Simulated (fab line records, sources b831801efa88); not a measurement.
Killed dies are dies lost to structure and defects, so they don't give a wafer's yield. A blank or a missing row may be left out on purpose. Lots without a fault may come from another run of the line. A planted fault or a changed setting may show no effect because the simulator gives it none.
A struck lot beside a sound one | flow gf180mcu | 14 steps out of a route of 602
Sound: wafers L693.1, L693.2, L693.4. Struck: wafers L691.1, L691.4, L691.6. The cause comes at the end.
At each step with rows: each side's tool, then ch and its chambers, then its first start. Under that, the readings that differ: sound wafers | struck wafers | difference of the means | sigmas: that difference in standard deviations of wafers without a fault.
alike: readings whose means differ by less than 2 such deviations, and words and numbers that are the same on both sides. not compared: withheld readings, readings that some wafer has no value for, bounds like >300 that may hide the same value, and numbers for which the record gives no deviation and whose values overlap.
The two part at a step that has a row with sigmas, a row that says differs or no value, or rows on one side only. Numbers that don't overlap but have no deviation are shown without sigmas and don't part them. A reading that every wafer of one side lacks parts them only if that side has two wafers or more.

GF_HV_LDD_RS_MEAS_53: measures by four-point-probe.
  sound on film_metro-04, day 16 21:10; struck on film_metro-01, day 16 04:24
  alike: HV_LDD_RS
then, 1 step without rows for these wafers: GF_HV_LDD_CVD_54 (deposits SiO2 from TEOS, target thk 10 nm, time 75 s).
GF_HV_LDD_THK_MEAS_55:
  sound on film_metro-01, day 16 22:49; struck on film_metro-02, day 16 05:32
  alike: HV_LDD_CVD_54_THK
then, 1 step without rows for these wafers: GF_HV_LDD_CVD_56 (deposits Si3N4 from DCS/NH3, target thk 90 nm, time 1543 s).
GF_HV_LDD_THK_MEAS_57:
  sound on film_metro-04, day 17 01:01; struck on film_metro-01, day 16 07:02
  alike: HV_LDD_CVD_56_THK
GF_HV_LDD_ETCHBACK_58: etches Si3N4 in CH3F/O2, stops on SiO2, time 100 s, target depth 90 nm.
  sound on rie_diel-04 ch 0,1,2, day 17 01:05; struck on rie_diel-01 ch 0,1,2, day 16 07:05
  alike: drypump_motor_current_A, oes_product_au, throttle_valve_pct
  not compared: rf_hours_counter_h
then, 6 steps without rows for these wafers: GF_NSD_DEHYDRATE_00 (time 60 s); GF_NSD_HMDS_01 (prime time 60 s); GF_NSD_COAT_02 (resist thk 1000 nm); GF_NSD_SOFTBAKE_03 (time 60 s); GF_NSD_EXPOSE_04 (exposes mask Nplus, target cd 400 nm); GF_NSD_PEB_05.
GF_NSD_DEVELOP_06: develop time 60 s.
  sound on litho_track-03 ch 0, day 18 00:14; struck on litho_track-03, day 17 06:32
  no value came back on the struck wafers for chill_plate_temp_C (C), develop_time_s (s); on the sound wafers chill_plate_temp_C (C) reads 22.96 22.94 23.03
GF_NSD_CD_MEAS_07: target cd 400 nm.
  sound on cd_sem-02, day 18 00:23; struck on cd_sem-01, day 17 06:41
  reading    | sound             | struck | difference                    | sigmas
  cd_nm (nm) | 402.2 400.2 400.6 | - - -  | no value on the struck wafers |

WHERE THEY PART
First at GF_NSD_DEVELOP_06; last, within this record, at GF_NSD_CD_MEAS_07.

WHY: what the simulator had put in
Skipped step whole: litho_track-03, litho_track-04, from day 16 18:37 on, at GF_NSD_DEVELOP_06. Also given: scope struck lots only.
